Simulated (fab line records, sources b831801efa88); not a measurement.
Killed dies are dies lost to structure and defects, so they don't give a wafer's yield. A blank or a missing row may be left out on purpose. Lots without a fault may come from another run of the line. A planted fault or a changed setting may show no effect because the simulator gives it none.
A struck lot beside a sound one | flow sky130 | 15 steps out of a route of 708
Sound: wafers L396.1, L396.5, L396.6. Struck: wafers L405.3, L405.4. The cause comes at the end.
At each step with rows: each side's tool, then ch and its chambers, then its first start. Under that, the readings that differ: sound wafers | struck wafers | difference of the means | sigmas: that difference in standard deviations of wafers without a fault.
alike: readings whose means differ by less than 2 such deviations, and words and numbers that are the same on both sides. not compared: withheld readings, readings that some wafer has no value for, bounds like >300 that may hide the same value, and numbers for which the record gives no deviation and whose values overlap.
The two part at a step that has a row with sigmas, a row that says differs or no value, or rows on one side only. Numbers that don't overlap but have no deviation are shown without sigmas and don't part them. A reading that every wafer of one side lacks parts them only if that side has two wafers or more.

first, 3 steps without rows for these wafers: SKY_METAL2_EXPOSE_12 (exposes mask MM2, target cd 140 nm); SKY_METAL2_PEB_13; SKY_METAL2_DEVELOP_14 (develop time 60 s).
SKY_METAL2_CD_MEAS_15: target cd 140 nm.
  sound on cd_sem-01, day 37 11:57; struck on cd_sem-01, day 40 05:49
  alike: cd_nm
SKY_METAL2_OVL_MEAS_16:
  sound on overlay-02, day 37 12:04; struck on overlay-01, day 40 05:55
  alike: METAL2_OVL
SKY_METAL2_DESCUM_17: chemistry O2, time 8 s.
  sound on rie_metal-01 ch 0,1, day 37 12:07; struck on rie_metal-04 ch 0,1, day 40 05:57
  alike: chamber_pressure_mTorr, drypump_motor_current_A, oes_product_au, temp_c
  not compared: rf_hours_counter_h
SKY_METAL2_ETCH_18: etches BARC in N2/H2, stops on SiO2, time 45.9 s, target depth 60 nm.
  sound on rie_metal-01 ch 0,1, day 37 12:08; struck on rie_metal-04 ch 0,1, day 40 05:59
  alike: bias_w, chamber_pressure_mTorr, drypump_motor_current_A, n2_flow_sccm, oes_product_au, throttle_valve_pct
  not compared: rf_hours_counter_h
SKY_METAL2_METAL_ETCH_19: etches the open film in Cl2/BCl3, stops on SiO2, target depth 360 nm, time 78 s.
  sound on rie_metal-01 ch 0,1, day 37 12:12; struck on rie_metal-04 ch 0,1, day 40 06:04
  alike: bias_w, chamber_pressure_mTorr, drypump_motor_current_A, oes_product_au, throttle_valve_pct
  not compared: rf_hours_counter_h
SKY_METAL2_STRIP_20: strips in O2/N2.
  sound on plasma_asher-01 ch 0,1, day 37 12:17; struck on plasma_asher-01 ch 0,1, day 40 06:10
  alike: chamber_pressure_mTorr, drypump_motor_current_A, n2_flow_sccm, oes_product_au, strip_time_to_endpoint_s
  not compared: rf_hours_counter_h
then, 3 steps without rows for these wafers: SKY_METAL2_STRIP_21 (strips in post etch residue remover, time 1200 s); SKY_METAL2_CLEAN_22 (cleans in IPA, time 180 s); SKY_METAL2_CLEAN_23 (cleans in O3/DIW).
SKY_VIA2_HDPCVD_00: deposits SiO2, target thk 1180 nm, time 196.7 s.
  sound on hdpcvd-01 ch 1,2, day 37 12:55; struck on hdpcvd-02 ch 0, day 40 06:43
  reading                                  | sound             | struck      | difference | sigmas
  run_length_s (s)                         | 224.5 225.1 225.1 | 175.3 175.2 | -49.7      | -99 or more
  model.SiO2_of_VIA2_HDPCVD_00.thk_nm (nm) | 1173 1168 1163    | 891.9 893   | -275.5     |
SKY_VIA2_THK_MEAS_01:
  sound on film_metro-04, day 37 13:03; struck on film_metro-02, day 40 06:52
  reading              | sound          | struck  | difference | sigmas
  VIA2_HDPCVD_THK (nm) | 1173 1168 1164 | 892 893 | -276       | -25
SKY_VIA2_CMP_02: polishes SiO2.
  sound on cmp-01 ch 0,3, day 37 13:10; struck on cmp-01 ch 1,2, day 40 07:08
  alike: motor_current_A, slurry_filter_dp_kPa, slurry_flow_ml_min

WHERE THEY PART
First at SKY_VIA2_HDPCVD_00; last, within this record, at SKY_VIA2_THK_MEAS_01. Later steps at which nothing parts them and some readings are alike: SKY_VIA2_CMP_02.

WHY: what the simulator had put in
Process parameter drift: hdpcvd-02, from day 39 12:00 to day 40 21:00, at SKY_VIA2_HDPCVD_00. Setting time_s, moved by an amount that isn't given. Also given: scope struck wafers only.
